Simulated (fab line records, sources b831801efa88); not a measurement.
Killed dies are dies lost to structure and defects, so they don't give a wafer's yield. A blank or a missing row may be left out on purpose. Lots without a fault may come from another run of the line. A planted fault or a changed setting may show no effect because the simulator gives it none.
Chamber matching | flow sky130 | SKY_FIELD_ISO_CMP_27 on cmp-01: 4 sister chambers
The step polishes, stops on Si3N4, t overpolish 16 s, target thk 457.8 nm. 8 wafers are shown with their chamber, then 8 later ones without.

WAFERS WITH THEIR CHAMBER
wafer  | chamber | motor_current_A (A) | overpolish_run_s (s)
L930.5 | 0       | 15.2                | 16.001
L931.6 | 0       | 15.1                | 16.013
L932.3 | 3       | 12.1                | 15.987
L932.5 | 3       | 13.4                | 16.001
L938.2 | 1       | 12.5                | 16.002
L938.5 | 2       | 13.7                | 16.009
L938.6 | 1       | 12.2                | 15.992
L940.2 | 2       | 13.5                | 16.000

WAFERS WITHOUT THEIR CHAMBER
wafer  | motor_current_A (A) | overpolish_run_s (s)
L940.3 | 14.8                | 15.994
L940.5 | 13.7                | 16.011
L942.2 | 15.0                | 16.002
L942.3 | 13.3                | 16.006
L942.6 | 14.7                | 16.010
L946.1 | 13.3                | 16.004
L946.4 | 14.4                | 16.006
L946.5 | 13.4                | 16.008

WHICH CHAMBER EACH WENT THROUGH
wafer  | from the rows above          | in truth
L940.3 | can't be placed: 0 or 2      | 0
L940.5 | 2                            | 2
L942.2 | 0                            | 0
L942.3 | can't be placed: 2 or 3 or 1 | 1
L942.6 | can't be placed: 0 or 2      | 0
L946.1 | can't be placed: 2 or 3 or 1 | 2
L946.4 | can't be placed: 0 or 2      | 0
L946.5 | can't be placed: 2 or 3 or 1 | 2
Placed correctly: 2 of 8. Can't be placed from these rows: 6 (the true chamber is among the candidates in 6). Placed wrongly: 0.
How it was worked out, from the rows above alone: a wafer's distance from a chamber is the root of the sum, over the readings, of the square of ((its reading less the chamber's mean) divided by the reading's scatter). The wafer belongs to the nearest chamber; if the next one is less than 2 further off, it can't be placed. A chamber's mean is the mean of its shown wafers. The scatter: the root of (the sum of the squares of (reading less its chamber's mean) over the shown wafers, divided by (wafers less chambers)).
